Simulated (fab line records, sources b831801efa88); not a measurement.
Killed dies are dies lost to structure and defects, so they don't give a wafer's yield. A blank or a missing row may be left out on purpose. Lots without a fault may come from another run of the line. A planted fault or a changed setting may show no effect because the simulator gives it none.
Which tool did it? | flow sky130 | 12 lots, 36 wafers sampled, at 4 steps of a route of 708

WHAT THE GAUGES READ, wafer by wafer
SKY_PASSIVATION_THK_MEAS_01. Usual: PASSIVATION_CVD_00_THK 89.9 nm, standard deviation 1.
lot  | measured     | on            | PASSIVATION_CVD_00_THK (nm) | flag
L126 | day 43 18:26 | film_metro-03 | 89.2 89.6 90.0              |
L127 | day 44 06:24 | film_metro-02 | 88.2 89.2 89.7              |
L128 | day 44 13:42 | film_metro-01 | 89.3 88.7 91.1              |
L129 | day 44 15:17 | film_metro-02 | 88.2 88.5 90.0              |
L130 | day 45 12:17 | film_metro-02 | 89.1 90.2 90.9              |
L135 | day 46 20:56 | film_metro-03 | 90.1 88.6 90.2              |
L138 | day 47 07:04 | film_metro-03 | 92.2 91.8 90.8              |
L141 | day 48 04:23 | film_metro-01 | 88.2 90.4 90.0              |
L144 | day 48 23:13 | film_metro-03 | 89.0 90.1 91.1              |
L145 | day 48 23:35 | film_metro-03 | 91.5 91.3 89.9              |
L146 | day 49 00:47 | film_metro-02 | 89.6 89.6 91.8              |
L147 | day 49 04:19 | film_metro-03 | 88.8 89.4 89.5              |

WHICH TOOL RAN EACH LOT (tool, then ch and the chambers of the sampled wafers, then the start)
lot  | SKY_LDD_LDN_STRIP_12                 | SKY_METAL3_ETCH_16                | SKY_METAL3_METAL_ETCH_18
L126 | plasma_asher-04 ch 0,1, day 22 22:54 | rie_metal-02 ch 0,1, day 38 12:35 | rie_metal-04 ch 0,1, day 38 12:44
L127 | plasma_asher-04 ch 0,1, day 23 12:29 | rie_metal-04 ch 0,1, day 39 00:05 | rie_metal-03 ch 0,1, day 39 00:11
L128 | plasma_asher-02 ch 0,1, day 23 22:31 | rie_metal-03 ch 0,1, day 39 08:22 | rie_metal-02 ch 0,1, day 39 08:28
L129 | plasma_asher-02 ch 0,1, day 24 01:03 | rie_metal-03 ch 0,1, day 39 10:14 | rie_metal-02 ch 0,1, day 39 10:22
L130 | plasma_asher-02 ch 1, day 25 02:22   | rie_metal-03 ch 0,1, day 40 08:55 | rie_metal-04 ch 1, day 40 09:06
L135 | plasma_asher-02 ch 0,1, day 26 23:09 | rie_metal-03 ch 0,1, day 41 23:23 | rie_metal-02 ch 0,1, day 41 23:31
L138 | plasma_asher-02 ch 0,1, day 27 14:55 | rie_metal-02 ch 0,1, day 42 10:26 | rie_metal-03 ch 0,1, day 42 10:34
L141 | plasma_asher-01 ch 0,1, day 28 16:21 | rie_metal-02 ch 0,1, day 43 10:52 | rie_metal-04 ch 0,1, day 43 10:59
L144 | plasma_asher-01 ch 0,1, day 29 20:09 | rie_metal-03 ch 0,1, day 44 09:14 | rie_metal-02 ch 0,1, day 44 09:22
L145 | plasma_asher-04 ch 0,1, day 30 02:27 | rie_metal-04 ch 0,1, day 44 10:11 | rie_metal-03 ch 0,1, day 44 10:20
L146 | plasma_asher-02 ch 0,1, day 30 05:10 | rie_metal-03 ch 0,1, day 44 12:25 | rie_metal-02 ch 0, day 44 12:32
L147 | plasma_asher-02 ch 0,1, day 30 09:30 | rie_metal-04 ch 0,1, day 44 15:37 | rie_metal-03 ch 0,1, day 44 15:44
- SKY_LDD_LDN_STRIP_12: strips in O2/N2.
- SKY_METAL3_ETCH_16: etches BARC in N2/H2, stops on SiO2, time 88.2 s, target depth 60 nm.
- SKY_METAL3_METAL_ETCH_18: etches the open film in Cl2/BCl3, stops on SiO2, target depth 845 nm, time 183.1 s.

WHAT THE TOOLS THEMSELVES READ (means of the sampled wafers that have a number; where no wafer has one, the mark that the record gives instead)
SKY_LDD_LDN_STRIP_12. Usual: drypump_motor_current_A 6.0 A, standard deviation 0.46; o2_flow_sccm 2999 sccm, standard deviation 8.8; oes_product_au 0.715 a.u., standard deviation 0.0043; strip_time_to_endpoint_s 14.18 s, standard deviation 0.038.
lot  | tool            | drypump_motor_current_A (A) | o2_flow_sccm (sccm) | oes_product_au (a.u.) | strip_time_to_endpoint_s (s) | flag
L126 | plasma_asher-04 | 5.7                         | 3006                | 0.716                 | 14.18                        |
L127 | plasma_asher-04 | 5.9                         | 2992                | 0.714                 | 14.17                        |
L128 | plasma_asher-02 | 6.5                         | 2991                | 0.717                 | 14.24                        |
L129 | plasma_asher-02 | 6.5                         | 2995                | 0.717                 | 14.18                        |
L130 | plasma_asher-02 | 6.4                         | 3001                | 0.717                 | 14.22                        |
L135 | plasma_asher-02 | 6.5                         | 2996                | 0.713                 | 14.19                        |
L138 | plasma_asher-02 | 6.5                         | 3004                | 0.717                 | 14.21                        |
L141 | plasma_asher-01 | 6.2                         | 2993                | 0.717                 | 14.22                        |
L144 | plasma_asher-01 | 6.2                         | 2998                | 0.714                 | 14.19                        |
L145 | plasma_asher-04 | 5.7                         | 2991                | 0.717                 | 14.17                        |
L146 | plasma_asher-02 | 6.5                         | 2996                | 0.713                 | 14.18                        |
L147 | plasma_asher-02 | 6.5                         | 3003                | 0.716                 | 14.19                        |

SKY_METAL3_ETCH_16. Usual: drypump_motor_current_A 6.00 A, standard deviation 0.15; oes_product_au 0.625 a.u., standard deviation 0.0044; throttle_valve_pct 13.206 %, standard deviation 0.0092.
lot  | tool         | drypump_motor_current_A (A) | oes_product_au (a.u.) | throttle_valve_pct (%) | flag
L126 | rie_metal-02 | 5.71                        | 0.624                 | 13.209                 |
L127 | rie_metal-04 | 6.04                        | 0.624                 | 13.210                 |
L128 | rie_metal-03 | 6.04                        | 0.624                 | 13.210                 |
L129 | rie_metal-03 | 6.03                        | 0.622                 | 13.208                 |
L130 | rie_metal-03 | 6.03                        | 0.628                 | 13.205                 |
L135 | rie_metal-03 | 6.04                        | 0.623                 | 13.212                 |
L138 | rie_metal-02 | 5.70                        | 0.624                 | 13.210                 |
L141 | rie_metal-02 | 5.76                        | 0.626                 | 13.199                 |
L144 | rie_metal-03 | 6.02                        | 0.628                 | 13.204                 |
L145 | rie_metal-04 | 6.06                        | 0.625                 | 13.200                 |
L146 | rie_metal-03 | 5.99                        | 0.630                 | 13.205                 |
L147 | rie_metal-04 | 6.06                        | 0.624                 | 13.213                 |

SKY_METAL3_METAL_ETCH_18. Usual: drypump_motor_current_A 5.89 A, standard deviation 0.19; oes_product_au 0.867 a.u., standard deviation 0.0057; throttle_valve_pct 22.264 %, standard deviation 0.0086.
lot  | tool         | drypump_motor_current_A (A) | oes_product_au (a.u.) | throttle_valve_pct (%) | flag
L126 | rie_metal-04 | 6.11                        | 0.862                 | 22.265                 |
L127 | rie_metal-03 | 6.00                        | 0.859                 | 22.273                 |
L128 | rie_metal-02 | 5.76                        | 0.862                 | 22.267                 |
L129 | rie_metal-02 | 5.78                        | 0.867                 | 22.264                 |
L130 | rie_metal-04 | 6.21                        | 0.863                 | 22.261                 |
L135 | rie_metal-02 | 5.70                        | 0.870                 | 22.264                 |
L138 | rie_metal-03 | 6.01                        | 0.867                 | 22.265                 |
L141 | rie_metal-04 | 6.12                        | 0.876                 | 22.264                 |
L144 | rie_metal-02 | 5.70                        | 0.858                 | 22.277                 |
L145 | rie_metal-03 | 6.03                        | 0.866                 | 22.258                 |
L146 | rie_metal-02 | 5.64                        | 0.867                 | 22.260                 |
L147 | rie_metal-03 | 6.04                        | 0.872                 | 22.268                 |

THE ANSWER, worked out from the rows above alone
Rule: a lot is off if the mean of its wafers that have a number lies more than 3 standard deviations from the usual mean. A lot without any number at a reading at which 4 lots or more have one is off too. The other lots that the step has rows for count as sound. The gauges are gone through in route order, then the tools' own readings, and for those a lot's mean is taken as printed above. The first step at which some lot is off is used, and at that step the reading that is off furthest; a lot without a number counts as furthest.
No lot is off at any reading shown: from this, nothing can be told.

WHAT THE SIMULATOR HAD PUT IN
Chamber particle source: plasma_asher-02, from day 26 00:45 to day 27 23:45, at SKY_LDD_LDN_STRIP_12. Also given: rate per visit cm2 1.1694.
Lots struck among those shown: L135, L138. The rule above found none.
